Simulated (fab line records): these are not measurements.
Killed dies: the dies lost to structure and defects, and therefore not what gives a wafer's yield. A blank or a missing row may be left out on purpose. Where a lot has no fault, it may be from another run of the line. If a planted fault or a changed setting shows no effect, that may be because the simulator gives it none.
fab line records ; flow sky130
record: lots: 24; wafers: 72; last_day: 50
route steps=708 shown METAL3@536 VIA3@596 CAP2M@615 VIA4@641 METAL5@665
lots that met no fault: taken from a fault-free run of the same line
start_h: the number of hours between the record's first day and the start of the first shown wafer of the lot ; wait_h: hours elapsed since this lot's preceding step ; " identical to the entry in the row above ; L1.1+2: one row covering several wafers at once ; - no value, or no start was given ; * or withheld: withheld ; < > ~ a bound
route shown NAME@n: NAME is a module with steps in the file, n the number in the route of the first one ; usual: average and standard deviation across the fault-free wafers ; same: alike in all rows ; chamber/n: place in a boat ; sites: the reading at each site ; _std_site: their standard deviation ; _edge_site: inner sites' mean taken away from outer sites' mean ; radius_mm: how far each site lies from the wafer's centre ; mask NAME#n: copy n ; behind: the most recent tool/chamber to have shaped the wafer ; hold: cause of the lot's hold/its duration in hours/its outcome ; device: whichever transistor did not switch (one of n, p or np) ; end of line: tests run on the same wafers once the route is complete ; a step given without rows: its recipe and nothing more ; killed: not the wafer's yield, but the dies lost to structure and defects at the first sort ; map: dies across one wafer; x = killed, . = not, _ = none there
set.NAME: the setting that was run; set.NAME@STEP: the one run at that earlier step ; model.NAME: the simulator's own value behind a step, which no gauge read
one table for each step of the route and one row for each wafer, over a sample of lots
services: a tool's chamber out of use, with start hour (start_h, from the record's first day; less than 0 if before it), hours out, and reason
== steps ==
step: SKY_METAL3_SPUTTER_04
recipe: material: TiN; target_thk_nm: 70; power_w: 6500; time_s: 58.3; chamber_pressure_pa: 0.4
usual: throttle_valve_pct: 30.0/1.2
lot.wafer;tool;chamber;start_h;wait_h;throttle_valve_pct
L074.1;pvd_sputter-01;-;855.32;0.0;30.0
L074.3;pvd_sputter-01;-;855.32;0.0;30.0
L074.6;pvd_sputter-01;-;855.32;0.0;30.1
L075.1;pvd_sputter-02;-;860.18;0.0;27.7
L075.4;pvd_sputter-02;-;860.18;0.0;29.6
L075.5;pvd_sputter-02;-;860.18;0.0;29.7
L076.1;pvd_sputter-01;-;868.59;0.0;30.2
L076.2;pvd_sputter-01;-;868.59;0.0;32.5
L076.4;pvd_sputter-01;-;868.59;0.0;28.5
L078.1;pvd_sputter-03;-;877.45;0.0;28.9
L078.3;pvd_sputter-03;-;877.45;0.0;29.8
L078.6;pvd_sputter-03;-;877.45;0.0;30.2
L077.1;pvd_sputter-01;-;882.29;0.0;30.0
L077.4;pvd_sputter-01;-;882.29;0.0;28.0
L077.6;pvd_sputter-01;-;882.29;0.0;30.0
L079.1;pvd_sputter-01;-;898.05;0.0;32.3
L079.4;pvd_sputter-01;-;898.05;0.0;29.9
L079.6;pvd_sputter-01;-;898.05;0.0;32.1
L080.1;pvd_sputter-02;-;898.69;0.0;29.6
L080.2;pvd_sputter-02;-;898.69;0.0;27.4
L080.6;pvd_sputter-02;-;898.69;0.0;31.2
L081.1;pvd_sputter-03;-;910.47;0.0;30.1
L081.4;pvd_sputter-03;-;910.47;0.0;28.8
L081.5;pvd_sputter-03;-;910.47;0.0;29.9
L082.3;pvd_sputter-01;-;911.04;0.0;32.4
L082.5;pvd_sputter-01;-;911.04;0.0;32.2
L082.6;pvd_sputter-01;-;911.04;0.0;30.2
L083.1;pvd_sputter-01;-;917.33;0.0;29.9
L083.2;pvd_sputter-01;-;917.33;0.0;28.2
L083.5;pvd_sputter-01;-;917.33;0.0;30.2
L084.2;pvd_sputter-03;-;934.81;0.0;30.2
L084.4;pvd_sputter-03;-;934.81;0.0;30.0
L084.6;pvd_sputter-03;-;934.81;0.0;30.5
L085.2;pvd_sputter-01;-;936.36;0.0;30.2
L085.3;pvd_sputter-01;-;936.36;0.0;28.2
L085.5;pvd_sputter-01;-;936.36;0.0;29.9
L086.1;pvd_sputter-01;-;944.89;0.0;30.0
L086.3;pvd_sputter-01;-;944.89;0.0;29.8
L086.4;pvd_sputter-01;-;944.89;0.0;32.4
L087.1;pvd_sputter-01;-;948.81;0.0;29.9
L087.2;pvd_sputter-01;-;948.81;0.0;30.1
L087.3;pvd_sputter-01;-;948.81;0.0;32.5
L088.1;pvd_sputter-01;-;959.69;0.0;28.4
L088.3;pvd_sputter-01;-;959.69;0.0;32.4
L088.6;pvd_sputter-01;-;959.69;0.0;30.1
L089.3;pvd_sputter-02;-;968.43;0.0;29.7
L089.4;pvd_sputter-02;-;968.43;0.0;31.0
L089.5;pvd_sputter-02;-;968.43;0.0;30.1
L091.2;pvd_sputter-03;-;977.83;0.0;30.1
L091.4;pvd_sputter-03;-;977.83;0.0;30.3
L091.6;pvd_sputter-03;-;977.83;0.0;30.2
L090.2;pvd_sputter-01;-;978.05;0.0;28.5
L090.3;pvd_sputter-01;-;978.05;0.0;32.3
L090.5;pvd_sputter-01;-;978.05;0.0;32.4
L092.1;pvd_sputter-03;-;989.80;0.0;29.1
L092.4;pvd_sputter-03;-;989.80;0.0;29.9
L092.5;pvd_sputter-03;-;989.80;0.0;29.9
L093.2;pvd_sputter-03;-;998.16;0.0;30.1
L093.3;pvd_sputter-03;-;998.16;0.0;30.1
L093.5;pvd_sputter-03;-;998.16;0.0;30.0
L094.1;pvd_sputter-03;-;1006.71;0.0;29.0
L094.4;pvd_sputter-03;-;1006.71;0.0;30.0
L094.5;pvd_sputter-03;-;1006.71;0.0;28.7
L097.1;pvd_sputter-03;-;1019.07;0.0;30.4
L097.4;pvd_sputter-03;-;1019.07;0.0;30.3
L097.5;pvd_sputter-03;-;1019.07;0.0;29.1
L095.2;pvd_sputter-01;-;1019.67;0.0;32.3
L095.4;pvd_sputter-01;-;1019.67;0.0;28.6
L095.5;pvd_sputter-01;-;1019.67;0.0;28.4
L096.1;pvd_sputter-03;-;1022.02;0.0;30.2
L096.2;pvd_sputter-03;-;1022.02;0.0;29.1
L096.3;pvd_sputter-03;-;1022.02;0.0;30.2
step: SKY_VIA3_THK_MEAS_23
recipe: thk_meas_gauge: xrf; reads: W_of_VIA3_CVD_21
usual: VIA3_W_THK: 401/6.6
lot.wafer;tool;chamber;start_h;wait_h;VIA3_W_THK[nm]
L074.1;film_metro-02;-;935.63;0.1;405
L074.3;film_metro-02;-;935.63;0.1;414
L074.6;film_metro-02;-;935.63;0.1;406
L075.1;film_metro-02;-;941.63;0.1;396
L075.4;film_metro-02;-;941.63;0.1;396
L075.5;film_metro-02;-;941.63;0.1;400
L076.1;film_metro-02;-;948.04;0.1;401
L076.2;film_metro-02;-;948.04;0.1;410
L076.4;film_metro-02;-;948.04;0.1;407
L078.1;film_metro-02;-;957.31;0.1;402
L078.3;film_metro-02;-;957.31;0.1;400
L078.6;film_metro-02;-;957.31;0.1;406
L077.1;film_metro-03;-;961.21;0.1;401
L077.4;film_metro-03;-;961.21;0.1;402
L077.6;film_metro-03;-;961.21;0.1;401
L079.1;film_metro-02;-;975.57;0.1;402
L079.4;film_metro-02;-;975.57;0.1;406
L079.6;film_metro-02;-;975.57;0.1;404
L080.1;film_metro-04;-;976.34;0.1;397
L080.2;film_metro-04;-;976.34;0.1;405
L080.6;film_metro-04;-;976.34;0.1;396
L081.1;film_metro-04;-;987.16;0.1;411
L081.4;film_metro-04;-;987.16;0.1;405
L081.5;film_metro-04;-;987.16;0.1;412
L082.3;film_metro-04;-;988.01;0.1;403
L082.5;film_metro-04;-;988.01;0.1;405
L082.6;film_metro-04;-;988.01;0.1;413
L083.1;film_metro-04;-;994.22;0.1;407
L083.2;film_metro-04;-;994.22;0.1;407
L083.5;film_metro-04;-;994.22;0.1;402
L084.2;film_metro-03;-;1008.90;0.1;392
L084.4;film_metro-03;-;1008.90;0.1;403
L084.6;film_metro-03;-;1008.90;0.1;399
L085.2;film_metro-03;-;1011.61;0.1;398
L085.3;film_metro-03;-;1011.61;0.1;403
L085.5;film_metro-03;-;1011.61;0.1;386
L086.1;film_metro-04;-;1019.60;0.1;403
L086.3;film_metro-04;-;1019.60;0.1;403
L086.4;film_metro-04;-;1019.60;0.1;399
L087.1;film_metro-02;-;1022.73;0.1;405
L087.2;film_metro-02;-;1022.73;0.1;406
L087.3;film_metro-02;-;1022.73;0.1;403
L088.1;film_metro-04;-;1032.35;0.1;392
L088.3;film_metro-04;-;1032.35;0.1;390
L088.6;film_metro-04;-;1032.35;0.1;397
L089.3;film_metro-03;-;1043.90;0.1;405
L089.4;film_metro-03;-;1043.90;0.1;392
L089.5;film_metro-03;-;1043.90;0.1;394
L091.2;film_metro-03;-;1050.88;0.1;410
L091.4;film_metro-03;-;1050.88;0.1;410
L091.6;film_metro-03;-;1050.88;0.1;409
L090.2;film_metro-04;-;1051.39;0.1;389
L090.3;film_metro-04;-;1051.39;0.1;389
L090.5;film_metro-04;-;1051.39;0.1;391
L092.1;film_metro-04;-;1062.59;0.1;412
L092.4;film_metro-04;-;1062.59;0.1;410
L092.5;film_metro-04;-;1062.59;0.1;408
L093.2;film_metro-04;-;1069.45;0.1;407
L093.3;film_metro-04;-;1069.45;0.1;393
L093.5;film_metro-04;-;1069.45;0.1;414
L094.1;film_metro-03;-;1075.99;0.1;397
L094.4;film_metro-03;-;1075.99;0.1;393
L094.5;film_metro-03;-;1075.99;0.1;399
L097.1;film_metro-04;-;1087.03;0.1;396
L097.4;film_metro-04;-;1087.03;0.1;405
L097.5;film_metro-04;-;1087.03;0.1;409
L095.2;film_metro-04;-;1087.90;0.1;391
L095.4;film_metro-04;-;1087.90;0.1;395
L095.5;film_metro-04;-;1087.90;0.1;391
L096.1;film_metro-02;-;1091.47;0.1;405
L096.2;film_metro-02;-;1091.47;0.1;404
L096.3;film_metro-02;-;1091.47;0.1;408
step: SKY_CAP2M_OVL_MEAS_12
usual: CAP2M_OVL: -2.1/1.4
lot.wafer;tool;chamber;start_h;wait_h;CAP2M_OVL[nm]
L074.1;overlay-02;-;960.36;0.1;-0.6
L074.3;overlay-02;-;960.36;0.1;-0.8
L074.6;overlay-02;-;960.36;0.1;0.0
L075.1;overlay-02;-;966.40;0.1;-2.9
L075.4;overlay-02;-;966.40;0.1;-3.8
L075.5;overlay-02;-;966.40;0.1;-1.5
L076.1;overlay-02;-;971.91;0.1;-3.5
L076.2;overlay-02;-;971.91;0.1;0.3
L076.4;overlay-02;-;971.91;0.1;-2.4
L078.1;overlay-01;-;981.21;0.1;-0.5
L078.3;overlay-01;-;981.21;0.1;-1.0
L078.6;overlay-01;-;981.21;0.1;-2.7
L077.1;overlay-02;-;985.76;0.1;-3.7
L077.4;overlay-02;-;985.76;0.1;-3.0
L077.6;overlay-02;-;985.76;0.1;-3.6
L079.1;overlay-01;-;1000.21;0.1;-2.8
L079.4;overlay-01;-;1000.21;0.1;-0.6
L079.6;overlay-01;-;1000.21;0.1;-3.4
L080.1;overlay-02;-;1000.78;0.1;-0.4
L080.2;overlay-02;-;1000.78;0.1;0.7
L080.6;overlay-02;-;1000.78;0.1;-1.7
L081.1;overlay-01;-;1010.90;0.1;-3.8
L081.4;overlay-01;-;1010.90;0.1;-4.1
L081.5;overlay-01;-;1010.90;0.1;-4.2
L082.3;overlay-01;-;1012.21;0.1;0.2
L082.5;overlay-01;-;1012.21;0.1;-0.4
L082.6;overlay-01;-;1012.21;0.1;-1.7
L083.1;overlay-01;-;1017.85;0.1;0.7
L083.2;overlay-01;-;1017.85;0.1;-1.4
L083.5;overlay-01;-;1017.85;0.1;1.3
L084.2;overlay-02;-;1031.01;0.1;-0.2
L084.4;overlay-02;-;1031.01;0.1;0.4
L084.6;overlay-02;-;1031.01;0.1;-1.4
L085.2;overlay-01;-;1034.06;0.1;-1.9
L085.3;overlay-01;-;1034.06;0.1;-4.5
L085.5;overlay-01;-;1034.06;0.1;-3.7
L086.1;overlay-02;-;1044.48;0.1;-0.2
L086.3;overlay-02;-;1044.48;0.1;-1.6
L086.4;overlay-02;-;1044.48;0.1;-1.5
L087.1;overlay-02;-;1045.86;0.1;-2.1
L087.2;overlay-02;-;1045.86;0.1;-3.3
L087.3;overlay-02;-;1045.86;0.1;-1.7
L088.1;overlay-02;-;1054.56;0.1;-0.3
L088.3;overlay-02;-;1054.56;0.1;-0.5
L088.6;overlay-02;-;1054.56;0.1;1.0
L089.3;overlay-02;-;1065.84;0.1;-1.5
L089.4;overlay-02;-;1065.84;0.1;-2.2
L089.5;overlay-02;-;1065.84;0.1;-3.7
L091.2;overlay-02;-;1072.86;0.1;-2.2
L091.4;overlay-02;-;1072.86;0.1;-2.9
L091.6;overlay-02;-;1072.86;0.1;-2.3
L090.2;overlay-01;-;1073.51;0.1;-3.1
L090.3;overlay-01;-;1073.51;0.1;-2.1
L090.5;overlay-01;-;1073.51;0.1;-1.6
L092.1;overlay-01;-;1084.80;0.1;-0.7
L092.4;overlay-01;-;1084.80;0.1;-2.1
L092.5;overlay-01;-;1084.80;0.1;-2.3
L093.2;overlay-02;-;1091.33;0.1;-3.2
L093.3;overlay-02;-;1091.33;0.1;-5.3
L093.5;overlay-02;-;1091.33;0.1;-3.3
L094.1;overlay-01;-;1097.50;0.1;-5.1
L094.4;overlay-01;-;1097.50;0.1;-3.9
L094.5;overlay-01;-;1097.50;0.1;-3.3
L097.1;overlay-02;-;1108.08;0.1;-2.7
L097.4;overlay-02;-;1108.08;0.1;-3.1
L097.5;overlay-02;-;1108.08;0.1;-2.0
L095.2;overlay-01;-;1108.11;0.1;-3.1
L095.4;overlay-01;-;1108.11;0.1;-0.3
L095.5;overlay-01;-;1108.11;0.1;-1.2
L096.1;overlay-01;-;1112.41;0.1;-3.4
L096.2;overlay-01;-;1112.41;0.1;-4.6
L096.3;overlay-01;-;1112.41;0.1;-3.1
step: SKY_CAP2M_METAL_ETCH_13
recipe: target_depth_nm: 220; stop_on: SiO2; chemistry: Cl2/BCl3; target: TiN; pressure_mtorr: 10; icp_w: 900; bias_w: 48.5; Cl2_flow_sccm: 60; bcl3_flow_sccm: 30; time_s: 62.9
usual: drypump_motor_current_A: 5.4/0.53; oes_product_au: 0.942/0.0086; rf_fwd_power_W: 892/4; throttle_valve_pct: 21.902/0.01
lot.wafer;tool;chamber;start_h;wait_h;drypump_motor_current_A;oes_product_au;rf_fwd_power_W;rf_hours_counter_h;throttle_valve_pct
L074.1;rie_metal-02;0;960.39;0.0;5.1;0.949;888;7;21.902
L074.3;rie_metal-02;0;960.39;0.0;5.1;0.958;891;-;21.880
L074.6;rie_metal-02;0;960.39;0.0;5.1;0.949;889;-;21.905
L075.1;rie_metal-03;1;966.44;0.0;6.1;0.949;892;11;21.898
L075.4;rie_metal-03;0;966.44;0.0;5.4;0.947;897;-;21.888
L075.5;rie_metal-03;1;966.44;0.0;6.1;0.952;894;-;21.896
L076.1;rie_metal-02;1;971.94;0.0;4.9;0.947;892;10;21.896
L076.2;rie_metal-02;0;971.94;0.0;5.2;0.943;891;8;21.898
L076.4;rie_metal-02;0;971.94;0.0;5.2;0.941;894;-;21.900
L078.1;rie_metal-02;1;981.24;0.0;4.9;0.934;899;10;21.907
L078.3;rie_metal-02;1;981.24;0.0;4.9;0.961;897;-;21.892
L078.6;rie_metal-02;0;981.24;0.0;5.1;0.939;893;-;21.904
L077.1;rie_metal-03;1;985.79;0.0;6.1;0.941;894;12;21.898
L077.4;rie_metal-03;1;985.79;0.0;6.0;0.944;894;-;21.897
L077.6;rie_metal-03;0;985.79;0.0;5.4;0.945;896;-;21.904
L079.1;rie_metal-04;1;1000.24;0.0;4.9;0.932;890;1;21.906
L079.4;rie_metal-04;0;1000.24;0.0;6.2;0.953;891;-;21.906
L079.6;rie_metal-04;0;1000.24;0.0;6.2;0.948;887;-;21.880
L080.1;rie_metal-02;1;1000.81;0.0;4.9;0.946;893;11;21.891
L080.2;rie_metal-02;0;1000.81;0.0;5.1;0.944;891;9;21.895
L080.6;rie_metal-02;1;1000.81;0.0;4.9;0.944;892;-;21.902
L081.1;rie_metal-02;1;1010.94;0.0;4.9;0.949;898;11;21.879
L081.4;rie_metal-02;1;1010.94;0.0;4.9;0.944;899;-;21.898
L081.5;rie_metal-02;0;1010.94;0.0;5.1;0.945;898;-;21.912
L082.3;rie_metal-04;1;1012.26;0.0;4.9;0.943;889;-;21.915
L082.5;rie_metal-04;0;1012.26;0.0;6.2;0.925;893;-;21.892
L082.6;rie_metal-04;1;1012.26;0.0;4.9;0.938;888;-;21.899
L083.1;rie_metal-04;0;1017.89;0.0;6.2;0.952;885;12;21.900
L083.2;rie_metal-04;1;1017.89;0.0;4.9;0.943;893;2;21.894
L083.5;rie_metal-04;1;1017.89;0.0;4.9;0.933;892;-;21.913
L084.2;rie_metal-04;0;1031.04;0.0;6.2;0.947;891;13;21.894
L084.4;rie_metal-04;0;1031.04;0.0;6.2;0.933;888;-;21.917
L084.6;rie_metal-04;0;1031.04;0.0;6.1;0.927;893;-;21.906
L085.2;rie_metal-03;0;1034.09;0.0;5.4;0.956;898;13;21.909
L085.3;rie_metal-03;1;1034.09;0.0;6.1;0.932;896;-;21.909
L085.5;rie_metal-03;1;1034.09;0.0;6.1;0.951;899;-;21.894
L086.1;rie_metal-02;0;1044.51;0.0;5.1;0.933;894;11;21.897
L086.3;rie_metal-02;1;1044.51;0.0;4.9;0.935;893;-;21.903
L086.4;rie_metal-02;0;1044.51;0.0;5.1;0.930;893;-;21.894
L087.1;rie_metal-03;0;1045.89;0.0;5.4;0.933;894;14;21.904
L087.2;rie_metal-03;1;1045.89;0.0;6.1;0.936;894;16;21.908
L087.3;rie_metal-03;0;1045.89;0.0;5.4;0.936;898;-;21.915
L088.1;rie_metal-02;0;1054.59;0.0;5.2;0.952;895;12;21.898
L088.3;rie_metal-02;1;1054.59;0.0;4.9;0.951;893;-;21.898
L088.6;rie_metal-02;1;1054.59;0.0;4.9;0.943;898;-;21.890
L089.3;rie_metal-04;1;1065.89;0.0;4.9;0.957;893;-;21.905
L089.4;rie_metal-04;0;1065.89;0.0;6.2;0.951;884;-;21.890
L089.5;rie_metal-04;1;1065.89;0.0;4.9;0.954;895;-;21.885
L091.2;rie_metal-04;0;1072.89;0.0;6.2;0.946;887;16;21.894
L091.4;rie_metal-04;1;1072.89;0.0;4.9;0.933;891;-;21.912
L091.6;rie_metal-04;0;1072.89;0.0;6.2;0.933;883;-;21.909
L090.2;rie_metal-03;1;1073.54;0.0;6.1;0.948;898;18;21.884
L090.3;rie_metal-03;1;1073.54;0.0;6.1;0.954;895;-;21.885
L090.5;rie_metal-03;0;1073.54;0.0;5.4;0.954;899;-;21.880
L092.1;rie_metal-04;0;1084.84;0.0;6.2;0.936;882;16;21.903
L092.4;rie_metal-04;0;1084.84;0.0;6.2;0.940;883;-;21.903
L092.5;rie_metal-04;1;1084.84;0.0;4.9;0.934;894;-;21.904
L093.2;rie_metal-04;1;1091.36;0.0;4.9;0.933;890;7;21.908
L093.3;rie_metal-04;0;1091.36;0.0;6.2;0.929;887;-;21.895
L093.5;rie_metal-04;1;1091.36;0.0;4.9;0.925;885;-;21.910
L094.1;rie_metal-02;0;1097.54;0.0;5.2;0.949;893;15;21.899
L094.4;rie_metal-02;0;1097.54;0.0;5.2;0.938;891;-;21.899
L094.5;rie_metal-02;1;1097.54;0.0;4.9;0.931;890;-;21.920
L097.1;rie_metal-04;0;1108.11;0.0;6.2;0.956;885;18;21.905
L097.4;rie_metal-04;0;1108.11;0.0;6.2;0.948;884;-;21.899
L097.5;rie_metal-04;0;1108.11;0.0;6.2;0.949;888;-;21.899
L095.2;rie_metal-02;0;1108.14;0.0;5.1;0.935;897;15;21.908
L095.4;rie_metal-02;0;1108.14;0.0;5.1;0.933;892;-;21.907
L095.5;rie_metal-02;1;1108.14;0.0;4.9;0.925;896;-;21.895
L096.1;rie_metal-04;1;1112.44;0.0;4.9;0.947;890;9;21.918
L096.2;rie_metal-04;0;1112.44;0.0;6.2;0.928;890;19;21.894
L096.3;rie_metal-04;0;1112.44;0.0;6.2;0.938;891;-;21.900
step: SKY_VIA4_CMP_02
recipe: material: SiO2; down_force_psi: 4; platen_rpm: 60; pad_velocity_m_s: 0.94248
usual: edge_zone_pressure_frac: 1.000/0.0054; motor_current_A: 12.1/0.63
lot.wafer;tool;chamber;start_h;wait_h;edge_zone_pressure_frac;motor_current_A
L074.1;cmp-02;1;985.61;0.1;0.998;12.4
L074.3;cmp-02;3;985.61;0.1;0.998;11.4
L074.6;cmp-02;0;985.61;0.1;0.997;11.9
L075.4;cmp-01;1;992.54;0.0;1.002;11.2
L075.1;cmp-01;0;992.54;0.0;1.004;12.6
L075.5;cmp-01;1;992.54;0.0;1.002;11.0
L076.1;cmp-02;3;997.66;0.1;1.005;11.9
L076.4;cmp-02;1;997.66;0.1;1.010;12.6
L076.2;cmp-02;2;997.66;0.1;0.995;13.0
L078.3;cmp-02;2;1006.44;0.1;0.999;12.6
L078.1;cmp-02;0;1006.44;0.1;0.995;12.7
L078.6;cmp-02;1;1006.44;0.1;1.001;11.7
L077.1;cmp-01;1;1011.11;0.1;0.994;11.2
L077.4;cmp-01;2;1011.11;0.1;0.998;12.8
L077.6;cmp-01;0;1011.11;0.1;1.006;12.2
L079.4;cmp-01;0;1024.63;0.1;0.996;12.8
L079.1;cmp-01;1;1024.63;0.1;0.997;11.3
L079.6;cmp-01;3;1024.63;0.1;1.002;12.4
L080.2;cmp-01;3;1026.12;0.1;1.006;12.2
L080.1;cmp-01;0;1026.12;0.1;0.998;12.5
L080.6;cmp-01;2;1026.12;0.1;0.993;13.3
L081.4;cmp-01;2;1035.81;0.1;1.007;12.8
L081.1;cmp-01;3;1035.81;0.1;1.000;11.5
L081.5;cmp-01;1;1035.81;0.1;0.993;11.3
L082.3;cmp-02;0;1037.40;0.2;1.002;12.0
L082.5;cmp-02;1;1037.40;0.2;1.003;12.2
L082.6;cmp-02;2;1037.40;0.2;1.000;12.2
L083.2;cmp-02;2;1041.34;0.1;1.001;12.9
L083.1;cmp-02;0;1041.34;0.1;0.996;11.4
L083.5;cmp-02;1;1041.34;0.1;0.999;12.4
L084.2;cmp-01;0;1055.05;0.0;1.006;12.6
L084.4;cmp-01;1;1055.05;0.0;0.992;10.8
L084.6;cmp-01;1;1055.05;0.0;0.998;11.0
L085.2;cmp-01;1;1057.90;0.1;1.003;10.7
L085.3;cmp-01;3;1057.90;0.1;1.003;12.0
L085.5;cmp-01;0;1057.90;0.1;0.999;12.5
L086.3;cmp-02;2;1067.73;0.0;0.995;12.4
L086.1;cmp-02;0;1067.73;0.0;0.987;12.1
L086.4;cmp-02;1;1067.73;0.0;1.000;12.1
L087.2;cmp-02;2;1070.58;0.7;1.002;12.7
L087.3;cmp-02;0;1070.58;0.7;0.996;11.9
L087.1;cmp-02;1;1070.58;0.7;1.006;11.7
L088.1;cmp-01;2;1077.48;0.1;0.996;12.5
L088.3;cmp-01;3;1077.48;0.1;0.995;12.2
L088.6;cmp-01;1;1077.48;0.1;0.999;11.4
L089.3;cmp-02;0;1089.30;0.1;1.000;12.3
L089.4;cmp-02;1;1089.30;0.1;1.001;12.3
L089.5;cmp-02;0;1089.30;0.1;0.996;12.5
L091.2;cmp-02;0;1096.04;0.0;0.997;11.3
L091.4;cmp-02;2;1096.04;0.0;1.004;12.9
L091.6;cmp-02;1;1096.04;0.0;0.995;11.9
L090.3;cmp-01;2;1097.02;0.0;0.998;13.0
L090.2;cmp-01;1;1097.02;0.0;1.004;10.9
L090.5;cmp-01;2;1097.02;0.0;0.992;12.6
L092.4;cmp-02;0;1107.50;0.0;1.002;11.8
L092.1;cmp-02;1;1107.50;0.0;0.992;11.7
L092.5;cmp-02;1;1107.50;0.0;1.006;11.8
L093.3;cmp-01;3;1113.24;0.1;1.004;12.1
L093.2;cmp-01;0;1113.24;0.1;0.994;12.4
L093.5;cmp-01;2;1113.24;0.1;0.998;12.0
L094.1;cmp-01;1;1120.60;0.4;1.004;10.8
L094.4;cmp-01;2;1120.60;0.4;1.009;13.1
L094.5;cmp-01;0;1120.60;0.4;1.004;12.4
L095.4;cmp-01;1;1129.86;0.1;0.989;10.7
L095.2;cmp-01;2;1129.86;0.1;1.001;12.7
L095.5;cmp-01;0;1129.86;0.1;0.986;12.0
L097.4;cmp-02;1;1130.29;0.1;1.011;11.7
L097.1;cmp-02;2;1130.29;0.1;0.991;13.5
L097.5;cmp-02;0;1130.29;0.1;0.992;11.8
L096.1;cmp-01;2;1134.41;0.1;1.000;12.1
L096.3;cmp-01;3;1134.41;0.1;0.984;12.5
L096.2;cmp-01;0;1134.41;0.1;1.004;12.6
step: SKY_METAL5_SPUTTER_04
recipe: material: TiN; target_thk_nm: 70; power_w: 6500; time_s: 58.3; chamber_pressure_pa: 0.4
usual: throttle_valve_pct: 29.5/1.1
lot.wafer;tool;chamber;start_h;wait_h;throttle_valve_pct
L074.1;pvd_sputter-04;-;1010.25;0.0;31.0
L074.3;pvd_sputter-04;-;1010.25;0.0;30.0
L074.6;pvd_sputter-04;-;1010.25;0.0;27.6
L075.1;pvd_sputter-02;-;1020.28;0.0;29.7
L075.4;pvd_sputter-02;-;1020.28;0.0;29.8
L075.5;pvd_sputter-02;-;1020.28;0.0;27.4
L076.1;pvd_sputter-03;-;1022.68;0.0;30.2
L076.2;pvd_sputter-03;-;1022.68;0.0;29.8
L076.4;pvd_sputter-03;-;1022.68;0.0;30.1
L078.1;pvd_sputter-02;-;1029.22;0.0;29.8
L078.3;pvd_sputter-02;-;1029.22;0.0;30.6
L078.6;pvd_sputter-02;-;1029.22;0.0;30.9
L077.1;pvd_sputter-03;-;1035.27;0.0;30.3
L077.4;pvd_sputter-03;-;1035.27;0.0;28.8
L077.6;pvd_sputter-03;-;1035.27;0.0;30.2
L079.1;pvd_sputter-03;-;1048.91;0.0;30.0
L079.4;pvd_sputter-03;-;1048.91;0.0;29.0
L079.6;pvd_sputter-03;-;1048.91;0.0;29.1
L080.1;pvd_sputter-02;-;1050.05;0.0;27.3
L080.2;pvd_sputter-02;-;1050.05;0.0;30.8
L080.6;pvd_sputter-02;-;1050.05;0.0;29.9
L081.1;pvd_sputter-04;-;1059.06;0.0;29.9
L081.4;pvd_sputter-04;-;1059.06;0.0;27.7
L081.5;pvd_sputter-04;-;1059.06;0.0;30.8
L082.3;pvd_sputter-04;-;1061.35;0.0;30.8
L082.5;pvd_sputter-04;-;1061.35;0.0;30.7
L082.6;pvd_sputter-04;-;1061.35;0.0;27.8
L083.1;pvd_sputter-02;-;1064.39;0.0;30.9
L083.2;pvd_sputter-02;-;1064.39;0.0;29.8
L083.5;pvd_sputter-02;-;1064.39;0.0;27.6
L084.2;pvd_sputter-02;-;1077.91;0.0;27.6
L084.4;pvd_sputter-02;-;1077.91;0.0;31.0
L084.6;pvd_sputter-02;-;1077.91;0.0;30.7
L085.2;pvd_sputter-02;-;1079.84;0.0;30.6
L085.3;pvd_sputter-02;-;1079.84;0.0;29.8
L085.5;pvd_sputter-02;-;1079.84;0.0;27.5
L086.1;pvd_sputter-04;-;1090.95;0.0;31.0
L086.3;pvd_sputter-04;-;1090.95;0.0;30.1
L086.4;pvd_sputter-04;-;1090.95;0.0;29.2
L087.1;pvd_sputter-02;-;1093.94;0.0;29.7
L087.2;pvd_sputter-02;-;1093.94;0.0;27.5
L087.3;pvd_sputter-02;-;1093.94;0.0;29.5
L088.1;pvd_sputter-02;-;1099.64;0.0;30.8
L088.3;pvd_sputter-02;-;1099.64;0.0;29.6
L088.6;pvd_sputter-02;-;1099.64;0.0;31.1
L089.3;pvd_sputter-04;-;1110.07;0.0;30.7
L089.4;pvd_sputter-04;-;1110.07;0.0;27.7
L089.5;pvd_sputter-04;-;1110.07;0.0;29.9
L091.2;pvd_sputter-04;-;1117.90;0.0;29.1
L091.4;pvd_sputter-04;-;1117.90;0.0;27.6
L091.6;pvd_sputter-04;-;1117.90;0.0;27.6
L090.2;pvd_sputter-04;-;1118.97;0.0;30.0
L090.3;pvd_sputter-04;-;1118.97;0.0;29.2
L090.5;pvd_sputter-04;-;1118.97;0.0;30.7
L092.1;pvd_sputter-03;-;1128.96;0.0;29.1
L092.4;pvd_sputter-03;-;1128.96;0.0;30.1
L092.5;pvd_sputter-03;-;1128.96;0.0;29.0
L093.2;pvd_sputter-02;-;1134.63;0.0;29.8
L093.3;pvd_sputter-02;-;1134.63;0.0;27.6
L093.5;pvd_sputter-02;-;1134.63;0.0;29.7
L094.1;pvd_sputter-04;-;1141.12;0.0;27.6
L094.4;pvd_sputter-04;-;1141.12;0.0;29.6
L094.5;pvd_sputter-04;-;1141.12;0.0;30.0
L095.2;pvd_sputter-03;-;1150.08;0.0;30.1
L095.4;pvd_sputter-03;-;1150.08;0.0;30.0
L095.5;pvd_sputter-03;-;1150.08;0.0;29.2
L097.1;pvd_sputter-03;-;1151.04;0.0;30.2
L097.4;pvd_sputter-03;-;1151.04;0.0;29.7
L097.5;pvd_sputter-03;-;1151.04;0.0;29.9
L096.1;pvd_sputter-03;-;1154.50;0.0;30.1
L096.2;pvd_sputter-03;-;1154.50;0.0;30.1
L096.3;pvd_sputter-03;-;1154.50;0.0;29.8
== services ==
tool;chamber;start_h;hours;kind
pvd_sputter-04;-;850.35;2.1;repair
cmp-01;-;854.13;1.8;repair
rie_metal-03;1;859.70;55.5;repair
cmp-02;-;894.78;14.8;repair
cmp-02;-;912.00;4.0;pm
cmp-01;-;920.50;2.2;repair
cmp-02;-;946.64;2.4;repair
pvd_sputter-03;-;947.15;2.1;repair
pvd_sputter-04;-;949.69;1.8;repair
cmp-01;-;961.57;3.9;pm
cmp-01;-;974.83;1.9;repair
rie_metal-02;-;1005.29;0.1;repair
pvd_sputter-02;-;1007.90;8.5;repair
cmp-01;-;1011.31;9.1;pm
cmp-02;-;1015.32;3.3;repair
rie_metal-02;-;1029.14;14.6;pm
rie_metal-02;1;1058.43;4.9;repair
cmp-02;-;1064.12;0.5;repair
cmp-01;-;1080.93;1.0;repair
cmp-01;-;1084.00;4.0;pm
pvd_sputter-03;-;1109.79;8.8;repair
cmp-02;-;1120.78;1.5;repair
rie_metal-02;-;1135.94;0.8;repair
cmp-02;-;1144.69;2.4;repair
== key ==
fault none
